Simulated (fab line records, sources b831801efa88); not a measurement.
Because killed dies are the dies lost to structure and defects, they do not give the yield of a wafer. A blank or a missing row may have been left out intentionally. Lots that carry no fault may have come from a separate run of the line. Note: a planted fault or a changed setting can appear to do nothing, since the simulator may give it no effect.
Which tool did it? | flow gf180mcu | Sampling: 13 lots, 37 wafers, 2 of 602 route steps

WHAT THE GAUGES SHOWED, per wafer
GF_SAB_THK_MEAS_01. Usual: for SAB_CVD_00_THK the level is 49.8 nm and the standard deviation is 0.62.
lot  | measured     | on            | SAB_CVD_00_THK (nm) | flag
L149 | day 14 18:35 | film-metro-04 | 49.9 49.6 50.9      |
L150 | day 15 00:32 | film-metro-01 | 49.0 49.4 50.4      |
L151 | day 15 11:57 | film-metro-04 | 48.6 49.6 49.6      |
L152 | day 15 17:59 | film-metro-04 | 50.0 48.7 50.2      |
L153 | day 16 00:34 | film-metro-01 | 50.3 46.6           |
L154 | day 16 10:37 | film-metro-04 | 49.5 46.9           |
L156 | day 17 09:04 | film-metro-01 | 49.9 51.0 46.2      |
L163 | day 19 17:35 | film-metro-01 | 49.5 50.5 49.9      |
L164 | day 19 23:19 | film-metro-04 | 49.6 48.7 49.3      |
L165 | day 20 07:50 | film-metro-01 | 49.8 50.9 50.6      |
L168 | day 21 11:10 | film-metro-01 | 49.8 50.7 51.0      |
L170 | day 22 01:58 | film-metro-01 | 49.1 50.4 50.9      |
L169 | day 22 03:26 | film-metro-02 | 48.9 48.9 49.7      |

TOOL THAT RAN EACH LOT (tool first, then ch and the chambers of the sampled wafers, then the start)
lot  | GF_SAB_CVD_00
L149 | pecvd-02 ch 0,1,2, day 14 18:34
L150 | pecvd-01 ch 1,2, day 15 00:31
L151 | pecvd-01 ch 0,1, day 15 11:55
L152 | pecvd-02 ch 0,1,2, day 15 17:58
L153 | pecvd-02 ch 1,2, day 16 00:33
L154 | pecvd-02 ch 1,2, day 16 10:36
L156 | pecvd-02 ch 0,1,2, day 17 09:03
L163 | pecvd-03 ch 0,2, day 19 17:31
L164 | pecvd-03 ch 0,1,2, day 19 23:18
L165 | pecvd-02 ch 1,2, day 20 07:48
L168 | pecvd-02 ch 0,1, day 21 11:07
L170 | pecvd-02 ch 0,1,2, day 22 01:57
L169 | pecvd-03 ch 0,1,2, day 22 03:24
- GF_SAB_CVD_00: deposits SiO2 from TEOS, target thk 50 nm, time 4.9302 s.

AS READ BY THE TOOLS THEMSELVES (means over the sampled wafers that have a number; for cases with no such wafer, the mark the record gives instead)
GF_SAB_CVD_00. Usual: heater-power-w at 685 W, with a standard deviation of 79.
lot  | tool     | heater-power-w (W) | flag
L149 | pecvd-02 | 676                |
L150 | pecvd-01 | 711                |
L151 | pecvd-01 | 675                |
L152 | pecvd-02 | 676                |
L153 | pecvd-02 | 680                |
L154 | pecvd-02 | 703                |
L156 | pecvd-02 | 684                |
L163 | pecvd-03 | 746                |
L164 | pecvd-03 | 664                |
L165 | pecvd-02 | 631                |
L168 | pecvd-02 | 687                |
L170 | pecvd-02 | 660                |
L169 | pecvd-03 | 712                |

THE ANSWER, worked out from the rows above alone
Rule: a lot is off if the mean of its wafers that have a number lies more than 3 standard deviations from the usual mean. Also off: a lot with no number at a reading for which 4 or more lots have one. All remaining lots with rows at the step are treated as sound. Order of review: gauges by route order, followed by the tools' own readings, for which a lot's mean as printed above is used. At the first step where some lot is off, the reading lying furthest off is the one used; lots without a number count as furthest.
None of the lots is off at any reading shown; this tells nothing.

WHAT THE SIMULATOR PUT IN
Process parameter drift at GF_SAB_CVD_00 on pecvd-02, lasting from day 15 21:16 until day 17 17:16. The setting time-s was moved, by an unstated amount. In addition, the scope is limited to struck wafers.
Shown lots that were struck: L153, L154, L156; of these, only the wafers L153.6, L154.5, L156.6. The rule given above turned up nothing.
